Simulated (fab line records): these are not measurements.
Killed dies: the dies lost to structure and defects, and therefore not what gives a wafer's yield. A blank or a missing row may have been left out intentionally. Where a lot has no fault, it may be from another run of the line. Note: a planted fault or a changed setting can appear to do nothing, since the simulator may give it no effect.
The tool behind it: which one? :: flow sky130 :: route of 708 steps, sampled at 1 step: 6 lots, 18 wafers

== WHAT EACH GAUGE READ, for each wafer ==
SKY_FIELD_ISO_CD_MEAS_13: the cd target is 150 nm.
lot: L919
measured: day 3 01:16
on: cd sem-02
cd nm (nm): 149.2 147.9 147.7

lot: L923
measured: day 3 22:49
on: cd sem-02
cd nm (nm): 149.3 148.9 148.3

lot: L928
measured: day 5 01:17
on: cd sem-02
cd nm (nm): 148.3 147.5 148.1

lot: L931
measured: day 5 16:19
on: cd sem-01
cd nm (nm): 149.2 147.9 150.0

lot: L935
measured: day 6 13:40
on: cd sem-02
cd nm (nm): 150.9 148.8 149.1

lot: L937
measured: day 6 23:23
on: cd sem-02
cd nm (nm): 147.9 148.9 148.3

== WHICH TOOL RAN EACH LOT (tool, then ch and the chambers of the sampled wafers, then the start) ==
No process step before these readings appears in the record.

== THE ANSWER, worked out from the rows above alone ==
Rule: the lots themselves supply what counts as usual. The widest of any qualifying gaps counts: lots, ordered by their means at a reading, are off when they make up no more than a third of the lots, leave a main group of 4 or more, and stand apart from it by 3 or more times the standard deviation of that group's means. A main group whose means are all the same, to the digits that the tables above print for the reading, isn't used. Also off: a lot with no number at a reading for which 4 or more lots have one. Where the step has rows for the other lots, those lots are counted as sound.
Nothing can be told from this: no lot is off at any reading shown.

== WHAT HAD BEEN PUT IN BY THE SIMULATOR ==
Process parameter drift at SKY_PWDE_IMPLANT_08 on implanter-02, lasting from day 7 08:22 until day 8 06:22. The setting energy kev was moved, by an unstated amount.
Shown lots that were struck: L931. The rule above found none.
